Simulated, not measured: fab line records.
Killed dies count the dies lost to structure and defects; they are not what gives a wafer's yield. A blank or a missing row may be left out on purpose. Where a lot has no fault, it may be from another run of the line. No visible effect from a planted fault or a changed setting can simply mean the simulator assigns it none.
Code-filled problem report in 8D (eight disciplines) form + flow sky130 + the parts of the form that need people (team, actions taken, sign-off) are left out

== 1. WHAT IS WRONG ==
cd_nm at SKY_SD_N_CD_MEAS_07 reads a mean of 234.2 nm on 6 wafers of 2 lots; wafers without a fault read 380.0 nm with a standard deviation of 2.3. That is -63 standard deviations from the usual mean.
The step: target cd 380 nm.
First observed at day 32 16:17: wafer L120.1, on cd_sem-01. Wafers with a number at this step in the record: 39, from 13 lots. By rule, "out" or "out of limits" means more than 4 standard deviations away from the usual mean. Any other wafer with a number is counted as sound.

== 2. WHAT IT IS, AND WHAT IT ISN'T ==
| question                    | is                     | is not                                                                          |
|-----------------------------|------------------------|---------------------------------------------------------------------------------|
| which readings at this step | cd_nm                  | -                                                                               |
| which lots                  | L120, L122             | L108, L109, L110, L111, L113, L114, L117, L119, L124, L126, L130                |
| which wafers of those lots  | all that have a number | -                                                                               |
| read on which gauges        | cd_sem-01              | cd_sem-02                                                                       |
| when                        | from day 32 16:17      | up to then (24 sound wafers); but 9 sound wafers of L124, L126, L130 came after |

== 3. WHAT RULES OUT EACH SUSPECT ==
Counting: any tool at a process step up to the reading is kept as a suspect provided that every lot that is out went through it and no sound lot did after the first of them.
- the gauge at SKY_SD_N_CD_MEAS_07: kept. All the wafers that are out were read on cd_sem-01, and no step on other tools shows them out.
- litho_track-02 at SKY_SD_N_DEVELOP_06 (develop time 60 s): kept. It processed each lot that is out, first L120 at day 32 16:08, and no sound lot thereafter; up to then, the last sound lot it processed was L119 at day 31 23:17.
Left after counting: litho_track-02 at SKY_SD_N_DEVELOP_06, cd_sem-01 at SKY_SD_N_CD_MEAS_07.

== 4. THE CAUSE (what the simulator had put in) ==
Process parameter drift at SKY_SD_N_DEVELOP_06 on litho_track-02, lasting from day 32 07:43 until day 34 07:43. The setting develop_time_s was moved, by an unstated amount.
Counting left 2 suspects, and this tool is among them.

== 5. THE CHAIN OF EFFECTS, in route order ==
Each row: a reading whose mean over the struck wafers that have a number lies more than 3 standard deviations from the usual. Scope: only readings with a usual standard deviation given in the record; hours: median across lots of the time from each lot's start at the first step in this table that gives one to its start at this step; sigmas: change in usual standard deviations.
| hours | step                | reading | usual    | on struck wafers | change | sigmas |
|-------|---------------------|---------|----------|------------------|--------|--------|
| 0     | SKY_SD_N_CD_MEAS_07 | cd_nm   | 380.0 nm | 234.2            | -145.8 | -63    |

== 6. WHAT WOULD HAVE CAUGHT IT SOONER ==
9 hours passed between the start of the fault at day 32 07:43 and the first reading out of limits at a measuring or inspecting step in this record, taken at day 32 16:17.
No tool reading at SKY_SD_N_DEVELOP_06 that has a usual standard deviation in the record was out on any struck wafer, so an alarm limit of 4 standard deviations on those readings would not have fired.
L122, from the lots that are out (2), started SKY_SD_N_DEVELOP_06 on litho_track-02 later than day 32 16:17. Had the tool been put on hold then, it would have been spared.
